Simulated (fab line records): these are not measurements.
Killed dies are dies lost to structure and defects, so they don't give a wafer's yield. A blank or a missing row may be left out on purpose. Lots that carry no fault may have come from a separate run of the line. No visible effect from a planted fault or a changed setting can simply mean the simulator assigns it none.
What tool caused it? | flow gf180mcu | 21 wafers sampled from 7 lots at 1 step of a route of 602

## WHAT EACH GAUGE READ, for each wafer
GF_STI_BOW_MEAS_00.
lot  | measured    | on            | INCOMING_BOW (um)
L969 | day 1 15:02 | film_metro-04 | 0 5 -2
L971 | day 2 01:00 | film_metro-02 | -5 3 -6
L974 | day 2 16:01 | film_metro-02 | -15 -1 -1
L983 | day 4 13:00 | film_metro-01 | 1 -7 -4
L987 | day 5 09:02 | film_metro-01 | 19 -15 -14
L989 | day 5 19:02 | film_metro-01 | 11 -4 -2
L991 | day 6 05:00 | film_metro-04 | -8 7 4

## WHAT TOOL EACH LOT RAN ON (gives the tool, then ch and the chambers of the sampled wafers, and finally the start)
The record shows no process step preceding these readings.

## THE ANSWER, worked out from the rows above alone
Rule: usual is defined by the lots themselves. Put in order of their means at a reading, lots are off if they are a third of the lots or fewer, leave a main group of 4 or more, and stand apart from it by a gap of 3 or more times the standard deviation of the main group's means; of several such gaps the widest counts. A main group is skipped when, at the precision printed for the reading in the tables above, its means are all equal. Also off: a lot with no number at a reading for which 4 or more lots have one. All remaining lots with rows at the step are treated as sound.
No lot is off on any of the readings shown, so nothing can be concluded from this.

## WHAT THE SIMULATOR PUT IN
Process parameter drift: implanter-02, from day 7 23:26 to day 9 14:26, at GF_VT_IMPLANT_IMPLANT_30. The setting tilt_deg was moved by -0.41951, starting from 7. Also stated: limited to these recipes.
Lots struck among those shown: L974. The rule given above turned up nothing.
